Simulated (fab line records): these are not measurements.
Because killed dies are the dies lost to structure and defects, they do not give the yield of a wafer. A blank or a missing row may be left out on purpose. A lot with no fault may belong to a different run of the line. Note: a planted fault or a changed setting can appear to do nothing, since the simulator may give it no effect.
One fault through the eyes of 2 desks ; flow sky130 ; what lay behind the numbers comes last; until then each desk has only its own

## FOR THE TOOL OWNER'S DESK: litho-track-02
The tool's own readings at SKY_VIA2_DEVELOP_11 (develop time 60 s): means of the sampled wafers that have a number, for each lot that ran on this tool. The brackets show how far a lot's mean lies from the usual mean; more than 4 standard deviations puts the lot out of limits, marked OUT.
Columns: A = developer-temp-C at SKY_VIA2_DEVELOP_11, usual 20.99 C
lot;first seen here;A
L189;day 38 01:00;20.98
L190;day 38 13:00;20.96
L191;day 38 21:00;20.38 (-6.5) OUT
L192;day 38 22:00;20.48 (-5.4) OUT
L207;day 43 06:00;21.09
Finding of this desk: L191, L192 out of limits; the first was L191 at day 38 21:00, on developer-temp-C at SKY_VIA2_DEVELOP_11. L189, L190, L207 stayed within limits.

## THE METROLOGY DESK
Means of the sampled wafers that have a number, per lot and without regard to the tool the lot ran on: this is what the gauges read. The brackets show how far a lot's mean lies from the usual mean; more than 4 standard deviations puts the lot out of limits, marked OUT.
Columns: A = cd-nm at SKY_VIA2_CD_MEAS_12, usual 200.0 nm
lot;first seen here;A
L187;day 37 14:13;201.9
L189;day 38 01:49;198.1
L190;day 38 13:55;199.7
L191;day 38 21:19;197.7
L192;day 38 23:04;199.4
L194;day 39 21:19;200.1
L199;day 41 04:07;202.3
L201;day 41 17:16;199.0
L202;day 42 01:22;198.7
L205;day 42 15:35;199.9
L206;day 42 21:22;199.5
L207;day 43 06:23;201.0
This desk found nothing out of limits on any of the 12 lots.

## TAKEN TOGETHER
The tool owner's desk had the chance to raise an alarm at day 38 21:00 on L191, L192.
The metrology desk saw nothing out of limits.
The metrology desk holds a record of L191, L192, inside its limits.
All the named lots went through SKY_VIA2_DEVELOP_11 on litho-track-02.

## WHAT WAS PUT IN BY THE SIMULATOR
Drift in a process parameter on litho-track-02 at SKY_VIA2_DEVELOP_11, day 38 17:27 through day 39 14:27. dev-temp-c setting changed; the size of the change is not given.
Shown lots that were struck: L191, L192.
Delay in hours, fault start to first out-of-limits reading, by desk: the tool owner's desk at 4.
